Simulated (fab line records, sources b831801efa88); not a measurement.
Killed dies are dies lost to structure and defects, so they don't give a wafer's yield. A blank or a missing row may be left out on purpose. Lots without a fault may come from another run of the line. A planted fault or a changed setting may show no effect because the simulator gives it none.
fab line records | flow sky130
record lots=15 wafers=45 last_day=49
route steps=708 shown CONTACT@427 CAP2M@606 PASSIVATION@681 PAD_OPEN@708
lots that met no fault: from a run of the same line without faults
start_h: hours from the record's first day to the start of the lot's first wafer shown | wait_h: hours since the lot's step before | " the same as in the row above | L1.1+2: a row that stands for several wafers | - no value, or no start given | * or withheld: withheld | < > ~ a bound
route shown NAME@n: a module of which the file shows steps, and the number in the route of the first | usual: mean/standard deviation of fault-free wafers | same: alike in all rows | chamber/n: place in a boat | sites: the reading at each site | _std_site: their standard deviation | _edge_site: outer sites' mean less inner sites' | radius_mm: how far each site lies from the wafer's centre | mask NAME#n: copy n | behind: the tool/chamber that last shaped the wafer | hold: why the lot was held/for how many hours/how that ended | device: the transistor (n, p or np) that didn't switch | end of line: the same wafers' tests at the end of the route | a step without rows: its recipe alone | killed: dies lost to structure and defects at the first sort, not the wafer's yield | map: a wafer's dies, x killed, . not, _ none there
set.NAME: the setting as run; set.NAME@STEP: as run at that earlier step | model.NAME: the simulator's own value behind a step, which no gauge read
steps of the route over a sample of lots; a table a step, a row a wafer
services: from which hour (start_h, from the record's first day; less than 0 if before it) a tool's chamber was out of use, for how many hours, and why
## steps
# step SKY_CONTACT_CLEAN_21
# recipe chemistry=IPA time_s=180 temp_c=25
# columns lot.wafer tool chamber start_h wait_h
L162.2+3+4 wet_bench-04 1 719.24 0.0
L163.2+3+6 wet_bench-04 0 735.02 0.0
L165.1+2+4 wet_bench-04 0 759.24 0.0
L166.2+3+5 wet_bench-04 0 766.52 0.0
L167.1+5+6 wet_bench-04 2 771.53 0.0
L168.1+3+5 wet_bench-02 1 776.89 0.0
L169.1+2+3 wet_bench-04 2 787.54 0.0
L172.2+3+6 wet_bench-01 2 812.98 0.0
L173.1+3+4 wet_bench-01 1 822.75 0.0
L175.3+4+6 wet_bench-04 1 836.40 0.0
L176.1+4+6 wet_bench-04 0 848.00 0.0
L177.2+5+6 wet_bench-04 0 857.08 0.0
L178.1+2+6 wet_bench-04 2 861.19 0.0
L180.1+2+6 wet_bench-02 2 869.20 0.0
L181.2+5+6 wet_bench-04 3 881.09 0.0
# step SKY_CAP2M_RS_MEAS_03
# recipe thk_meas_gauge=four-point-probe reads=TiN_of_CAP2M_SPUTTER_02
# usual CAP2M_TIN_RS=6.90/0.09
# columns lot.wafer tool chamber start_h wait_h CAP2M_TIN_RS[ohm/sq]
L162.2 film_metro-01 - 917.90 0.1 7.07
L162.3 " - " " 6.96
L162.4 " - " " 6.90
L163.2 film_metro-02 - 930.44 0.1 6.87
L163.3 " - " " 6.83
L163.6 " - " " 6.84
L165.1 film_metro-04 - 952.92 0.1 6.86
L165.2 " - " " 6.95
L165.4 " - " " 6.76
L166.2 film_metro-02 - 959.31 0.1 6.84
L166.3 " - " " 6.72
L166.5 " - " " 6.86
L167.1 film_metro-04 - 962.91 0.1 7.08
L167.5 " - " " 6.96
L167.6 " - " " 6.88
L168.1 film_metro-04 - 969.51 0.1 6.87
L168.3 " - " " 6.91
L168.5 " - " " 6.85
L169.1 film_metro-02 - 977.77 0.1 6.77
L169.2 " - " " 6.83
L169.3 " - " " 6.90
L172.2 film_metro-02 - 999.94 0.1 6.79
L172.3 " - " " 6.94
L172.6 " - " " 6.83
L173.1 film_metro-01 - 1006.59 0.1 6.82
L173.3 " - " " 6.86
L173.4 " - " " 6.91
L175.3 film_metro-02 - 1020.13 0.1 6.91
L175.4 " - " " 7.06
L175.6 " - " " 6.90
L176.1 film_metro-02 - 1029.10 0.1 6.77
L176.4 " - " " 6.92
L176.6 " - " " 6.96
L177.2 film_metro-01 - 1039.15 0.1 6.86
L177.5 " - " " 6.79
L177.6 " - " " 6.86
L178.1 film_metro-04 - 1041.67 0.1 6.89
L178.2 " - " " 6.83
L178.6 " - " " 6.76
L180.1 film_metro-01 - 1050.23 0.1 6.94
L180.2 " - " " 6.87
L180.6 " - " " 7.07
L181.2 film_metro-04 - 1057.66 0.1 6.99
L181.5 " - " " 7.04
L181.6 " - " " 6.95
# step SKY_CAP2M_OVL_MEAS_12
# usual CAP2M_OVL=1.5/1.2
# columns lot.wafer tool chamber start_h wait_h CAP2M_OVL[nm]
L162.2 overlay-01 - 943.27 0.1 0.1
L162.3 " - " " 1.5
L162.4 " - " " -0.3
L163.2 overlay-01 - 954.77 0.1 2.9
L163.3 " - " " 1.2
L163.6 " - " " 2.7
L165.1 overlay-02 - 976.82 0.1 3.8
L165.2 " - " " 2.2
L165.4 " - " " 1.5
L166.2 overlay-01 - 982.33 0.1 1.4
L166.3 " - " " 1.8
L166.5 " - " " 1.4
L167.1 overlay-01 - 985.67 0.1 1.4
L167.5 " - " " 1.2
L167.6 " - " " 2.2
L168.1 overlay-02 - 992.92 0.1 1.2
L168.3 " - " " 2.4
L168.5 " - " " 1.7
L169.1 overlay-02 - 1000.67 0.1 1.2
L169.2 " - " " 0.6
L169.3 " - " " 1.4
L172.2 overlay-01 - 1022.68 0.1 4.8
L172.3 " - " " 3.3
L172.6 " - " " 2.0
L173.1 overlay-02 - 1029.12 0.1 2.9
L173.3 " - " " 2.6
L173.4 " - " " 2.3
L175.3 overlay-01 - 1042.88 0.1 3.8
L175.4 " - " " 2.5
L175.6 " - " " 1.6
L176.1 overlay-02 - 1051.57 0.1 2.6
L176.4 " - " " 2.0
L176.6 " - " " -0.1
L177.2 overlay-02 - 1060.97 0.1 2.3
L177.5 " - " " 1.8
L177.6 " - " " 1.5
L178.1 overlay-02 - 1063.22 0.1 -0.2
L178.2 " - " " 2.0
L178.6 " - " " 1.8
L180.1 overlay-02 - 1071.32 0.1 1.9
L180.2 " - " " 1.0
L180.6 " - " " 1.5
L181.2 overlay-01 - 1078.47 0.1 1.9
L181.5 " - " " 1.7
L181.6 " - " " 0.5
# step SKY_PASSIVATION_CVD_00
# recipe material=SiO2 target_thk_nm=90 temp_c=400 time_s=withheld rf_w=600
# usual heater_power_w=635/130
# columns lot.wafer tool chamber start_h wait_h heater_power_w
L162.2 pecvd-03 2 1018.65 0.0 576
L162.3 " 0 " " 704
L162.4 " 2 " " 570
L163.2 pecvd-04 1 1029.37 0.0 612
L163.3 " 0 " " 686
L163.6 " 0 " " 686
L165.1 pecvd-03 0 1050.18 0.0 580
L165.2 " 1 " " 659
L165.4 " 2 " " 617
L166.2 pecvd-02 0 1056.02 0.0 842
L166.3 " 1 " " 522
L166.5 " 0 " " 863
L167.1 pecvd-02 0 1058.12 0.0 890
L167.5 " 1 " " 506
L167.6 " 2 " " 625
L168.1 pecvd-04 0 1065.59 0.0 694
L168.3 " 1 " " 730
L168.5 " 2 " " 466
L169.1 pecvd-02 1 1073.19 0.0 467
L169.2 " 2 " " 619
L169.3 " 0 " " 894
L172.2 pecvd-02 0 1092.25 0.0 935
L172.3 " 2 " " 599
L172.6 " 1 " " 438
L173.1 pecvd-04 2 1097.77 0.0 485
L173.3 " 0 " " 640
L173.4 " 2 " " 481
L175.3 pecvd-04 0 1109.88 0.0 579
L175.4 " 1 " " 722
L175.6 " 0 " " 587
L176.1 pecvd-04 2 1117.43 0.0 553
L176.4 " 1 " " 669
L176.6 " 0 " " 669
L177.2 pecvd-04 2 1126.17 0.0 572
L177.5 " 2 " " 575
L177.6 " 1 " " 659
L178.1 pecvd-02 1 1129.62 0.0 434
L178.2 " 0 " " 914
L178.6 " 0 " " 947
L180.1 pecvd-02 1 1136.00 0.0 441
L180.2 " 2 " " 583
L180.6 " 0 " " 859
L181.2 pecvd-04 0 1142.37 0.0 579
L181.5 " 2 " " 571
L181.6 " 0 " " 606
# step SKY_PAD_OPEN_PROBE_99
# usual killed_at_M0_to_M3=43/7 killed_at_M4_up=3.0/1.9 killed_at_contacts=24/4.6 killed_at_front_end=15/4.1 killed_at_other=0.3/0.52 killed_dies=84/9.7 killed_open=46/6.9 killed_short=38/6.8
# same gross_dies=492 killed_at_back_side=0
# columns lot.wafer tool chamber start_h wait_h killed_at_M0_to_M3 killed_at_M4_up killed_at_contacts killed_at_front_end killed_at_other killed_dies killed_open killed_short
L177.2 prober-01 - 1164.33 0.1 37 3 55 8 0 103 42 28
L177.5 prober-01 - 1164.48 0.2 33 5 55 10 0 103 39 33
L177.6 prober-01 - 1164.53 0.2 56 4 60 12 0 132 41 52
L178.1 prober-02 - 1167.98 0.1 45 3 55 12 0 115 44 36
L178.2 prober-02 - 1168.03 0.1 52 5 63 14 0 134 57 45
L178.6 prober-02 - 1168.23 0.2 48 2 52 10 0 112 42 35
L181.2 prober-01 - 1178.76 0.1 31 1 75 17 0 124 36 41
L181.5 prober-01 - 1178.91 0.2 40 5 71 15 0 131 35 44
L181.6 prober-01 - 1178.96 0.2 35 2 68 15 1 121 37 32
# killed by level:class
L177.2 CONTACT:unspecified=33 CONTACT:geometric_particle:open=12 VIA1:geometric_particle:open=6 METAL2:geometric_particle:short=5 VIA2:geometric_particle:open=5 VIA3:geometric_particle:open=5 FIELD_ISO:geometric_particle:open=4 LI_CONTACT:geometric_particle:open=4
L177.5 CONTACT:unspecified=31 CONTACT:geometric_particle:open=11 VIA1:geometric_particle:open=6 CONTACT:geometric_particle:short=6 METAL1:geometric_particle:short=6 VIA2:geometric_particle:open=6 VIA3:geometric_particle:open=5 POLY_GATE:geometric_particle:open=4
L177.6 CONTACT:unspecified=39 VIA1:geometric_particle:open=10 CONTACT:geometric_particle:open=8 METAL2:geometric_particle:short=7 VIA3:geometric_particle:open=7 METAL3:geometric_particle:short=6 METAL1:geometric_particle:short=5 VIA1:geometric_particle:short=5
L178.1 CONTACT:unspecified=32 VIA2:geometric_particle:open=10 VIA1:geometric_particle:open=9 CONTACT:geometric_particle:open=9 VIA3:geometric_particle:short=7 CONTACT:geometric_particle:short=6 FIELD_ISO:geometric_particle:short=5 LI_CONTACT:geometric_particle:open=5
L178.2 CONTACT:unspecified=30 LI_CONTACT:geometric_particle:open=13 VIA1:geometric_particle:open=9 VIA3:geometric_particle:open=9 CONTACT:geometric_particle:open=7 VIA2:geometric_particle:short=7 METAL1:geometric_particle:short=6 VIA2:geometric_particle:open=6
L178.6 CONTACT:unspecified=34 VIA1:geometric_particle:open=11 LI_CONTACT:geometric_particle:open=9 VIA3:geometric_particle:open=7 VIA1:geometric_particle:short=6 METAL1:geometric_particle:short=5 VIA2:geometric_particle:short=5 VIA3:geometric_particle:short=5
L181.2 CONTACT:unspecified=47 CONTACT:geometric_particle:open=10 VIA1:geometric_particle:open=9 VIA2:geometric_particle:short=8 POLY_GATE:geometric_particle:short=7 CONTACT:geometric_particle:short=7 LI_CONTACT:geometric_particle:open=6 LOCAL_INTERCONNECT:geometric_particle:short=4
L181.5 CONTACT:unspecified=49 CONTACT:geometric_particle:open=10 VIA1:geometric_particle:open=7 VIA2:geometric_particle:short=7 FIELD_ISO:geometric_particle:short=6 METAL2:geometric_particle:short=6 LOCAL_INTERCONNECT:geometric_particle:short=4 METAL1:geometric_particle:short=4
L181.6 CONTACT:unspecified=49 VIA1:geometric_particle:open=6 VIA3:geometric_particle:open=6 CONTACT:geometric_particle:open=5 POLY_GATE:geometric_particle:open=4 LI_CONTACT:geometric_particle:open=4 LOCAL_INTERCONNECT:geometric_particle:short=4 CONTACT:geometric_particle:short=4
## services
# columns tool chamber start_h hours kind
pecvd-02 2 711.40 70.0 repair
pecvd-02 0 734.59 7.1 repair
pecvd-02 0 765.15 6.5 repair
pecvd-02 - 765.91 1.0 repair
pecvd-03 - 791.63 0.9 repair
wet_bench-04 - 805.32 30.5 repair
pecvd-04 - 805.36 2.8 pm
pecvd-04 - 815.71 1.2 repair
pecvd-02 0 845.74 6.1 repair
pecvd-04 1 852.55 9.0 repair
pecvd-04 2 860.37 6.8 repair
pecvd-02 2 894.33 19.6 repair
pecvd-03 0 915.09 14.7 repair
pecvd-02 2 949.28 9.0 repair
pecvd-03 - 957.17 2.8 pm
pecvd-04 - 967.60 6.0 pm
pecvd-04 - 974.54 0.6 repair
pecvd-02 - 978.07 0.8 pm
pecvd-02 0 1031.55 5.7 repair
pecvd-03 - 1044.27 0.6 repair
pecvd-03 - 1058.08 1.3 repair
pecvd-03 - 1074.40 1.7 repair
pecvd-03 - 1110.33 2.5 repair
pecvd-03 - 1131.20 1.4 repair
## key
first_sign step=SKY_PAD_OPEN_PROBE_99 reading=killed_at_contacts direction=up sigmas=8.2 usual=24 struck=62
effect step=SKY_PAD_OPEN_PROBE_99 reading=killed_dies direction=up sigmas=3.6 usual=84 struck=119
met_at SKY_CONTACT_CLEAN_21
struck_lots L177,L178,L181
tester_left_out L177,L178,L181
not_acting_at SKY_CAP2M_RS_MEAS_03,SKY_CAP2M_OVL_MEAS_12,SKY_PASSIVATION_CVD_00
onset_between 848.00 857.08
fault kind=chamber_particle_source tool=wet_bench-04 chamber=- onset_h=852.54 steps=SKY_CONTACT_CLEAN_21 rate_per_visit_cm2=0.70466 end_h=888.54
# tester_left_out: of these lots the tester's yield and bins aren't shown, on N5 and GAA mostly nor the transistor test; their killed dies are dies lost to structure and defects alone, not to doping, threshold or leakage, so they don't give the yield
